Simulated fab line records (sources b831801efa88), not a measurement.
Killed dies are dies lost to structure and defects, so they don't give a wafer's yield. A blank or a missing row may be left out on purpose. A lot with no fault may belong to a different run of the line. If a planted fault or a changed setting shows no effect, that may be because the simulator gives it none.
What tool caused it? | flow sky130 | 33 wafers from 11 lots sampled at 4 of the route's 708 steps

== WHAT THE GAUGES READ, wafer by wafer ==
SKY_VT_ADJUST_HVTR_TW_MEAS_11.
lot  | measured     | on           | VT_ADJUST_HVTR_TW
L512 | day 9 18:50  | filmMetro-03 | 214.4 214.7 213.7
L514 | day 10 09:36 | filmMetro-02 | 211.6 211.3 212.8
L515 | day 10 16:23 | filmMetro-03 | 213.6 214.9 213.8
L516 | day 10 22:38 | filmMetro-03 | 214.7 214.8 214.6
L517 | day 11 11:19 | filmMetro-02 | 210.6 210.5 210.2
L523 | day 13 18:21 | filmMetro-01 | 114.0 113.6 114.6
L526 | day 14 03:58 | filmMetro-02 | 113.1 112.6 113.7
L527 | day 14 11:22 | filmMetro-02 | 211.1 210.4 211.2
L528 | day 14 20:43 | filmMetro-03 | 214.5 214.1 214.6
L531 | day 15 13:41 | filmMetro-01 | 208.8 207.9 208.2
L534 | day 16 23:19 | filmMetro-03 | 216.1 214.2 214.5

== WHAT TOOL EACH LOT RAN ON (gives the tool, then ch and the chambers of the sampled wafers, and finally the start) ==
lot  | SKY_FIELD_ISO_ETCH_17          | SKY_VT_ADJUST_NCORE_STRIP_10        | SKY_VT_ADJUST_HVTR_IMPLANT_09
L512 | rieSi-01 ch 0,1,2, day 2 10:31 | plasmaAsher-01 ch 0,1, day 8 21:10  | implanter-02 ch 0, day 9 18:35
L514 | rieSi-02 ch 0,3, day 2 20:26   | plasmaAsher-03 ch 0,1, day 9 10:34  | implanter-02 ch 0, day 10 09:22
L515 | rieSi-02 ch 0,1, day 3 02:02   | plasmaAsher-04 ch 0,1, day 9 17:43  | implanter-03 ch 0, day 10 16:08
L516 | rieSi-01 ch 0,2,3, day 3 07:29 | plasmaAsher-01 ch 0,1, day 9 22:44  | implanter-02 ch 0, day 10 22:23
L517 | rieSi-01 ch 1,2,3, day 3 13:32 | plasmaAsher-03 ch 0,1, day 10 11:57 | implanter-02 ch 0, day 11 11:05
L523 | rieSi-02 ch 1,2, day 4 20:25   | plasmaAsher-01 ch 0,1, day 12 16:58 | implanter-02 ch 0, day 13 18:07
L526 | rieSi-01 ch 2,3, day 5 14:50   | plasmaAsher-03 ch 0,1, day 13 01:48 | implanter-02 ch 0, day 14 03:46
L527 | rieSi-02 ch 0,1,2, day 5 17:05 | plasmaAsher-01 ch 0,1, day 13 08:52 | implanter-04 ch 0, day 14 11:07
L528 | rieSi-02 ch 0,2,3, day 5 23:56 | plasmaAsher-03 ch 0,1, day 13 18:32 | implanter-04 ch 0, day 14 20:28
L531 | rieSi-02 ch 0,1,3, day 6 12:23 | plasmaAsher-01 ch 0,1, day 14 10:01 | implanter-03 ch 0, day 15 13:27
L534 | rieSi-01 ch 0,1,2, day 7 04:22 | plasmaAsher-03 ch 0,1, day 15 18:28 | implanter-02 ch 0, day 16 23:04
- SKY_FIELD_ISO_ETCH_17: etches Si in HBr/Cl2/O2, target depth 342 nm, time 97.7 s.
- SKY_VT_ADJUST_NCORE_STRIP_10: strips in O2/N2.
- SKY_VT_ADJUST_HVTR_IMPLANT_09

== THE ANSWER, worked out from the rows above alone ==
Rule: what is usual is taken from the lots themselves. Put in order of their means at a reading, lots are off if they are a third of the lots or fewer, leave a main group of 4 or more, and stand apart from it by a gap of 3 or more times the standard deviation of the main group's means; of several such gaps the widest counts. A main group is skipped when, at the precision printed for the reading in the tables above, its means are all equal. A lot without any number at a reading at which 4 lots or more have one is off too. The other lots that the step has rows for count as sound.
Off: L523, L526, at SKY_VT_ADJUST_HVTR_TW_MEAS_11 (VT_ADJUST_HVTR_TW). Mean 212.7 and standard deviation 2.2 in the main group.
A tool fits if, at a process step before that reading, it ran every lot that is off, and no sound lot after the first of them. Those tools and the gauges at SKY_VT_ADJUST_HVTR_TW_MEAS_11 are tried in the same way. Of those tried, none fits.

== WHAT THE SIMULATOR PUT IN ==
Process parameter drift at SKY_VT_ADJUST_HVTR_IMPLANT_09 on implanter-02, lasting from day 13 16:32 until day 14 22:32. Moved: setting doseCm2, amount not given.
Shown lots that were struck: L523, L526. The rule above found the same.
